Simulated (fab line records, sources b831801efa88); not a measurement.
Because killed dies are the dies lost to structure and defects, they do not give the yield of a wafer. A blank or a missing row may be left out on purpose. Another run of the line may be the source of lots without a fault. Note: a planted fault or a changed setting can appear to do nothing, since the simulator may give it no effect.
Which tool did it? / flow gf180mcu / route of 602 steps, sampled at 1 step: 12 lots, 36 wafers

WHAT THE GAUGES READ, wafer by wafer
GF_MVPSD_OVL_MEAS_07.
lot=L075; measured=day 5 08:59; on=overlay-01; MVPSD_OVL (nm)=-1.7 0.1 -0.3
lot=L077; measured=day 5 19:14; on=overlay-01; MVPSD_OVL (nm)=-0.7 -1.0 -1.6
lot=L079; measured=day 6 05:29; on=overlay-02; MVPSD_OVL (nm)=-0.5 0.1 -1.6
lot=L081; measured=day 6 20:19; on=overlay-01; MVPSD_OVL (nm)=0.8 1.8 0.8
lot=L083; measured=day 7 05:47; on=overlay-02; MVPSD_OVL (nm)=-0.3 -0.5 -0.1
lot=L085; measured=day 7 18:29; on=overlay-01; MVPSD_OVL (nm)=0.0 -0.5 -1.9
lot=L087; measured=day 8 07:29; on=overlay-02; MVPSD_OVL (nm)=-0.2 1.6 -0.8
lot=L089; measured=day 8 18:25; on=overlay-01; MVPSD_OVL (nm)=0.6 -1.1 0.9
lot=L091; measured=day 9 06:55; on=overlay-01; MVPSD_OVL (nm)=-2.3 -2.7 -1.1
lot=L093; measured=day 9 16:44; on=overlay-01; MVPSD_OVL (nm)=-0.1 -0.9 -0.1
lot=L095; measured=day 10 04:53; on=overlay-02; MVPSD_OVL (nm)=0.4 0.2 0.2
lot=L097; measured=day 10 17:32; on=overlay-01; MVPSD_OVL (nm)=-1.8 -1.5 -3.9

EACH LOT AND THE TOOL THAT RAN IT (in order: tool; ch and the chambers of the sampled wafers; start)
No process step before these readings appears in the record.

THE ANSWER, worked out from the rows above alone
Rule: usual is defined by the lots themselves. Put in order of their means at a reading, lots are off if they are a third of the lots or fewer, leave a main group of 4 or more, and stand apart from it by a gap of 3 or more times the standard deviation of the main group's means; of several such gaps the widest counts. A main group is skipped when, at the precision printed for the reading in the tables above, its means are all equal. Also off: a lot with no number at a reading for which 4 or more lots have one. Any other lot the step has rows for is counted as sound.
No lot is off on any of the readings shown, so nothing can be concluded from this.

WHAT HAD BEEN PUT IN BY THE SIMULATOR
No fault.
